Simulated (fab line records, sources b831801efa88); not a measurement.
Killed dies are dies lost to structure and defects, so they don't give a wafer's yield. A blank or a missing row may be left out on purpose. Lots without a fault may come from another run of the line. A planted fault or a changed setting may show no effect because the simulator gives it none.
A struck lot beside a sound one | flow sky130 | 15 steps out of a route of 708
Sound: wafers L722.2, L722.3, L722.6. Struck: wafers L710.1, L710.4, L710.5. The cause comes at the end.
At each step with rows: each side's tool, then ch and its chambers, then its first start. Under that, the readings that differ: sound wafers | struck wafers | difference of the means | sigmas: that difference in standard deviations of wafers without a fault.
alike: readings whose means differ by less than 2 such deviations, and words and numbers that are the same on both sides. not compared: withheld readings, readings that some wafer has no value for, bounds like >300 that may hide the same value, and numbers for which the record gives no deviation and whose values overlap.
The two part at a step that has a row with sigmas, a row that says differs or no value, or rows on one side only. Numbers that don't overlap but have no deviation are shown without sigmas and don't part them. A reading that every wafer of one side lacks parts them only if that side has two wafers or more.

first, 3 steps without rows for these wafers: SKY_SONOS_TUNNEL_EXPOSE_04 (exposes mask TUNM, target cd 410 nm); SKY_SONOS_TUNNEL_PEB_05; SKY_SONOS_TUNNEL_DEVELOP_06 (develop time 60 s).
SKY_SONOS_TUNNEL_CD_MEAS_07: target cd 410 nm.
  sound on cd_sem-02, day 18 14:07; struck on cd_sem-01, day 14 03:42
  alike: cd_nm
SKY_SONOS_TUNNEL_OVL_MEAS_08:
  sound on overlay-01, day 18 14:13; struck on overlay-01, day 14 03:49
  alike: SONOS_TUNNEL_OVL
then, 3 steps without rows for these wafers: SKY_SONOS_TUNNEL_IMPLANT_09; SKY_SONOS_TUNNEL_WET_ETCH_10 (etches SiO2 in dHF, target depth 14 nm, time 280 s); SKY_SONOS_TUNNEL_STRIP_11 (strips in SPM, time 600 s).
SKY_SONOS_TUNNEL_TW_MEAS_12:
  sound on film_metro-03, day 18 14:40; struck on film_metro-03, day 14 04:16
  alike: SONOS_TUNNEL_TW
then, 2 steps without rows for these wafers: SKY_SONOS_TUNNEL_CLEAN_13 (cleans in dHF, time 20 s); SKY_SONOS_ONO_OXIDATION_00 (stabilise 600 s, purge 300 s, target thk 2.6 nm).
SKY_SONOS_ONO_THK_MEAS_01:
  sound on film_metro-03, day 18 16:41; struck on film_metro-04, day 14 06:34
  alike: SONOS_ONO_OXIDATION_THK
SKY_SONOS_ONO_CVD_02: deposits Si3N4 from DCS/NH3, target thk 10.5 nm, time 180 s.
  sound on lpcvd-02 ch 1, day 18 16:44; struck on lpcvd-02 ch 1, day 14 07:04
  reading                                     | sound             | struck           | difference | sigmas
  model.Si3N4_of_SONOS_ONO_CVD_02.thk_nm (nm) | 10.57 10.38 10.51 | 5.829 5.74 5.741 | -4.717     |
  alike: spike_tc_lower_C, susceptor_temp_C
SKY_SONOS_ONO_THK_MEAS_03:
  sound on film_metro-04, day 18 17:48; struck on film_metro-03, day 14 08:20
  reading                   | sound             | struck         | difference | sigmas
  SONOS_ONO_CVD_02_THK (nm) | 10.57 10.37 10.49 | 5.83 5.70 5.71 | -4.73      | -36
  not compared: hold
-- the record jumps here: 34 days lie between the struck wafers' starts before and after (it left off in module SONOS_ONO and takes up again in module PAD_OPEN, whose first step shown is number 708 of the route) --
SKY_PAD_OPEN_PROBE_99:
  sound on prober-01, day 50 13:34; struck on prober-01, day 48 00:54
  reading                                 | sound                   | struck                  | difference | sigmas
  model.etest.sonos_uncharged.r_on_ohm_um | 792.9 812.5 806.5       | 729.6 742.7 742.2       | -65.8      |
  model.etest.cap_ono.gate_log10_a_cm2    | -7.932 -7.913 -7.926    | -5.424 -5.245 -5.257    | +2.615     |
  model.etest.cap_ono.gate_bv_v (V)       | 16.32 16.36 16.4        | 13.9 14.09 14.39        | -2.2       |
  model.etest.cap_ono.tox_acc_nm (nm)     | 12.9 12.86 12.85        | 10.89 10.77 10.82       | -2.04      |
  model.etest.sonos_baked.vt_less_v (V)   | -0.4912 -0.5161 -0.5246 | -0.7522 -0.7773 -0.7132 | -0.2369    |
  model.etest.sonos_baked.vt_v (V)        | 0.9649 0.9633 0.9689    | 0.6647 0.6041 0.6625    | -0.3219    |
  model.etest.sonos_erased.vt_v (V)       | -2.304 -2.306 -2.291    | -2.14 -2.112 -2.086     | +0.19      |
  alike: killed_at_M0_to_M3, killed_at_M4_up, killed_at_contacts, killed_at_front_end, killed_at_other, killed_dies, killed_open, killed_short
  not compared: model.etest.sonos_erased.drive_ua_um

WHERE THEY PART
Only at SKY_SONOS_ONO_THK_MEAS_03, within this record. Later steps at which nothing parts them and some readings are alike: SKY_PAD_OPEN_PROBE_99.

WHY: what the simulator had put in
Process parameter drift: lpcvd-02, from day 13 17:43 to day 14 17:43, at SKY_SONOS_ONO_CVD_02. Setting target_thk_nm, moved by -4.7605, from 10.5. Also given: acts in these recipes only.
